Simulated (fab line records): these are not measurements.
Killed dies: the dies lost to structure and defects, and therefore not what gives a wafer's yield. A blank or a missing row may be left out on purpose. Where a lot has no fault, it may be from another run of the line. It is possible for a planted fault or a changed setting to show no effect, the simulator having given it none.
A lot that was struck, set against a sound lot	flow sky130	44 steps out of a route of 708
Sound: these wafers, L389.2, L389.5, L389.6. Struck: wafer L402.5 (L402.1, L402.4, from the same lot, were not struck and are left out); the cause is given at the end.
Per side, at each step with rows, come the tool, then ch with its chambers, and then its first start. Under that, the readings that differ: sound wafers	struck wafers	difference of the means	sigmas: that difference in standard deviations of wafers without a fault.
alike: same words and numbers on both sides, and readings whose means sit less than 2 such deviations apart. not compared: any withheld reading, any reading some wafer has no value for, any bound like >300 that may hide the same value, and any number with overlapping values for which the record gives no deviation.
The two part at a step that has a row with sigmas, a row that says differs or no value, or rows on one side only. Numbers that have no deviation but don't overlap get no sigmas and don't part them. Lack of a reading on every wafer of one side parts them only where that side has two or more wafers.

first, 2 steps without rows for these wafers: SKY_VIA3_SPUTTER_20 (material TiN, target thk 20 nm, time 80 s); SKY_VIA3_CVD_21 (deposits W, target thk 390 nm, time 117.31 s).
SKY_VIA3_RS_MEAS_22: a four-point-probe measurement.
  sound on film metro-01 at day 42 04:33; struck on film metro-02 at day 46 00:57
  alike: VIA3_W_RS
SKY_VIA3_THK_MEAS_23: measures by xrf.
  sound on film metro-01 at day 42 04:40; struck on film metro-02 at day 46 01:04
  alike: VIA3_W_THK
then, 3 steps without rows for these wafers: SKY_VIA3_CMP_24 (polishes, stops on SiO2, t overpolish 20 s, target thk 0 nm); SKY_METAL4_SPUTTER_00 (material Ti, target thk 15 nm, time 10 s); SKY_METAL4_SPUTTER_01 (material TiN, target thk 20 nm, time 16.7 s).
SKY_METAL4_SPUTTER_02: material AlCu, target thk 735 nm, time 39.1 s.
  sound on pvd sputter-02 at day 42 05:04; struck on pvd sputter-03 at day 46 01:28
  alike: throttle valve pct
SKY_METAL4_SPUTTER_03: material Ti, target thk 5 nm, time 3.3 s.
  sound on pvd sputter-02 at day 42 05:06; struck on pvd sputter-03 at day 46 01:31
  alike: throttle valve pct
then, 2 steps without rows for these wafers: SKY_METAL4_SPUTTER_04 (material TiN, target thk 70 nm, time 58.3 s); SKY_CAP2M_CVD_00 (deposits SiO2, target thk 15.5 nm).
SKY_CAP2M_THK_MEAS_01:
  sound on film metro-01 at day 42 05:12; struck on film metro-04 at day 46 01:36
  alike: CAP2M_CVD_00_THK
SKY_CAP2M_SPUTTER_02: material TiN, target thk 200 nm, time 166.7 s.
  sound on pvd sputter-04 at day 42 05:15; struck on pvd sputter-01 at day 46 01:40
reading	sound	struck	difference	sigmas
model.TiN_of_CAP2M_SPUTTER_02.thk nm (nm)	201.9 202.2 202.1	229.8	+27.7	
  alike: throttle valve pct
SKY_CAP2M_RS_MEAS_03: a four-point-probe measurement.
  sound on film metro-04 at day 42 05:22; struck on film metro-03 at day 46 01:46
reading	sound	struck	difference	sigmas
CAP2M_TIN_RS (ohm/sq)	6.84 6.83 6.84	6.01	-0.83	-11
SKY_CAP2M_THK_MEAS_04: measures by xrf.
  sound on film metro-04 at day 42 05:29; struck on film metro-03 at day 46 01:53
reading	sound	struck	difference	sigmas
CAP2M_TIN_THK (nm)	204.6 204.6 204.8	232.7	+28.0	+13
then, 7 steps without rows for these wafers: SKY_CAP2M_DEHYDRATE_05 (time 60 s); SKY_CAP2M_HMDS_06 (prime time 60 s); SKY_CAP2M_COAT_07 (resist thk 1140 nm); SKY_CAP2M_SOFTBAKE_08 (time 60 s); SKY_CAP2M_EXPOSE_09 (exposes mask CAP2M, target cd 1000 nm); SKY_CAP2M_PEB_10; SKY_CAP2M_DEVELOP_11 (develop time 60 s).
SKY_CAP2M_OVL_MEAS_12:
  sound on overlay-01 at day 43 05:11; struck on overlay-01 at day 46 23:23
reading	sound	struck	difference	sigmas
CAP2M_OVL (nm)	-2.8 -2.7 -2.6	0.2	+2.9	+2
SKY_CAP2M_METAL_ETCH_13: etches TiN in Cl2/BCl3, stops on SiO2, target depth 220 nm, time 62.9 s.
  sound on rie metal-02 ch 0,1, day 43 05:13; struck on rie metal-02 ch 1, day 46 23:26
reading	sound	struck	difference	sigmas
oes product au (a.u.)	0.946 0.948 0.954	0.999	+0.050	+6
throttle valve pct (%)	21.898 21.901 21.906	21.871	-0.031	-3
  alike: drypump motor current A
  not compared: rf hours counter h
SKY_CAP2M_STRIP_14: strips in O2/N2.
  sound on plasma asher-04 ch 0,1, day 43 05:17; struck on plasma asher-01 ch 0, day 46 23:31
reading	sound	struck	difference	sigmas
n2 flow sccm (sccm)	300.0 299.8 300.2	297.6	-2.4	-2
  alike: drypump motor current A, oes product au, strip time to endpoint s
  not compared: rf hours counter h
then, 11 steps without rows for these wafers: SKY_CAP2M_STRIP_15 (strips in post etch residue remover, time 1200 s); SKY_CAP2M_CLEAN_16 (cleans in IPA, time 180 s); SKY_CAP2M_CLEAN_17 (cleans in O3/DIW); SKY_METAL4_DEHYDRATE_05 (time 60 s); SKY_METAL4_HMDS_06 (prime time 60 s); SKY_METAL4_COAT_07 (resist thk 60 nm); SKY_METAL4_COAT_08 (resist thk 1140 nm); SKY_METAL4_SOFTBAKE_09 (time 90 s); SKY_METAL4_EXPOSE_10 (exposes mask MM4, target cd 300 nm); SKY_METAL4_PEB_11; SKY_METAL4_DEVELOP_12 (develop time 60 s).
SKY_METAL4_CD_MEAS_13: target cd 300 nm.
  sound on cd sem-02 at day 44 05:44; struck on cd sem-01 at day 47 20:43
  alike: cd nm
SKY_METAL4_OVL_MEAS_14:
  sound on overlay-01 at day 44 05:50; struck on overlay-01 at day 47 20:50
  alike: METAL4_OVL
SKY_METAL4_DESCUM_15: chemistry O2, time 8 s.
  sound on rie metal-04 ch 0,1, day 44 05:52; struck on rie metal-04 ch 1, day 47 20:52
  alike: drypump motor current A, oes product au, temp c
  not compared: rf hours counter h
then, 2 steps without rows for these wafers: SKY_METAL4_ETCH_16 (etches BARC in N2/H2, stops on SiO2, time 88.2 s, target depth 60 nm); SKY_METAL4_ETCH_17 (etches SiO2 in C4F8/O2/Ar, stops on TiN, time 3.9 s, target depth 15 nm).
SKY_METAL4_METAL_ETCH_18: etches the open film in Cl2/BCl3, stops on SiO2, target depth 845 nm, time 183.1 s.
  sound on rie metal-01 ch 0,1, day 44 06:01; struck on rie metal-03 ch 0, day 47 21:01
  alike: drypump motor current A, oes product au, throttle valve pct
  not compared: rf hours counter h
SKY_METAL4_STRIP_20: strips in post etch residue remover, time 1200 s.
  sound on wet bench-04 ch 2, day 44 06:18; struck on wet bench-02 ch 3, day 47 21:18
reading	sound	struck	difference	sigmas
model.TiN_of_CAP2M_SPUTTER_02.thk nm (nm)	201.1 201.4 201.3	228.9	+27.6	
  alike: bath guard temp C, temp c
-- the record jumps here: 3 days lie between the struck wafers' starts before and after (it left off in module METAL4 and takes up again in module PAD_OPEN, whose first step shown is number 708 of the route) --
SKY_PAD_OPEN_PROBE_99:
  sound on prober-02 at day 48 03:37; struck on prober-02 at day 51 05:05
reading	sound	struck	difference	sigmas
defect limited yield (%)	83.1 82.5 78.9	57.7	-23.8	-13
killed at other	0 0 0	111	+111	+99 or more
killed dies	83 86 104	208	+117	+13
killed on rim	14 20 25	34	+14	+4
model.etest.met4.line ohm um	0.1395 0.1424 0.1398	744.4	+744.3	
model.etest.via4 chain.rc ohm	0.8164 0.8092 0.8023	557	+556	
model.etest.tester.sort n pass	409 406 388	0	-401	
model.etest.met4.rs ohm sq	0.04255 0.04305 0.04241	227.7	+227.7	
model.etest.tester.sort yield pct (%)	83.13 82.52 78.86	0	-82	
model.etest.met4.rs ohm sq rim less centre	-0.000492 -0.0001998 -2.495e-06	-78.73	-78.73	
model.etest.tester.sort_bin_4_pct (%)	0 0 0	57.72	+57.72	
model.etest.tester.sort_bin_3_pct (%)	0.6098 1.22 1.22	23.37	+22.35	
  alike: killed_at_M0_to_M3, killed_at_M4_up, killed at contacts, killed at front end, killed open, killed short

## WHERE THEY PART
First at SKY_CAP2M_RS_MEAS_03; last, within this record, at SKY_PAD_OPEN_PROBE_99.

WHY: whatever the simulator had introduced
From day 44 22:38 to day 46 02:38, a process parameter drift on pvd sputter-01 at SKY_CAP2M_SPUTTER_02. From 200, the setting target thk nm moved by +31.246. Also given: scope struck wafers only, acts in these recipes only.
